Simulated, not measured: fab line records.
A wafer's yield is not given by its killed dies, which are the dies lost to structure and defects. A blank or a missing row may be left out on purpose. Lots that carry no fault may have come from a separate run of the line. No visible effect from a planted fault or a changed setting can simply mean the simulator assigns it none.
Code-filled problem report in 8D (eight disciplines) form -- flow sky130 -- the parts of the form that need people (team, actions taken, sign-off) are left out

1. WHAT WENT WRONG
At SKY_FIELD_ISO_ETCH_17, run-length-s averages 137.1 s over 2 wafers from 2 lots, while fault-free wafers read 125.8 s, standard deviation 0.35. That is +32 standard deviations from the usual mean.
The step: etches Si in HBr/Cl2/O2, target depth 342 nm, time 97.7 s.
First seen on wafer L921.1, day 3 16:49, on rie-si-01. The record has a number at this step for 16 wafers belonging to 6 lots. The rule behind "out" and "out of limits": a value lying over 4 standard deviations away from the usual mean. The other wafers with a number count as sound.

2. WHAT IT IS AND WHAT IT IS NOT
question,is,is not
which readings at this step,run-length-s,"drypump-motor-current-A, throttle-valve-pct"
which lots,"L921, L925","L915, L927, L932, L936"
which wafers of those lots,"L921.1, L925.1","L921.3, L925.4"
read on which tools,rie-si-01,rie-si-02
when,from day 3 16:49,"up to then (4 sound wafers); but 10 sound wafers of L925, L927, L932, L936 came after"

3. SUSPECTS, AND WHAT RULES EACH OUT
Counting: any tool at a process step up to the reading remains a suspect provided it ran every lot that is out. Sound lots after the first of them don't rule it out here, since some wafers of a struck lot are sound.
- rie-si-01 at SKY_FIELD_ISO_ETCH_17 (etches Si in HBr/Cl2/O2, target depth 342 nm, time 97.7 s): kept. It ran every lot that is out, first L921 (day 3 16:49). Out on those wafers are its own readings of run-length-s.
- Within rie-si-01 at SKY_FIELD_ISO_ETCH_17: the wafers that are out ran in chamber 2; their sound lot-mates ran in chambers 1, 3.
Left after counting: rie-si-01 at SKY_FIELD_ISO_ETCH_17.

4. THE CAUSE (what the simulator had put in)
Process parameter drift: rie-si-01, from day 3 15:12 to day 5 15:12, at SKY_FIELD_ISO_ETCH_17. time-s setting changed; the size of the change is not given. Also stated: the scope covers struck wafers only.
After counting, this tool was the only one left.

5. SEQUENCE OF EFFECTS, ordered by route
One row per reading whose mean, taken over the struck wafers that have a number, lies over 3 standard deviations from the usual. Only readings for which the record gives a usual standard deviation are gone through. hours: the time from each lot's start at the first step in this table that gives one to its start at this step, as a median over the lots. sigmas: the change in usual standard deviations.
hours,step,reading,usual,on struck wafers,change,sigmas
0,SKY_FIELD_ISO_ETCH_17,run-length-s,125.8 s,137.1,+11.3,+32
Process steps it contains:
- SKY_FIELD_ISO_ETCH_17: etches Si in HBr/Cl2/O2, target depth 342 nm, time 97.7 s.

6. HOW IT WOULD HAVE BEEN CAUGHT EARLIER
In this record no reading fell out of limits until day 3 16:49, 2 hours after the fault had begun at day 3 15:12.
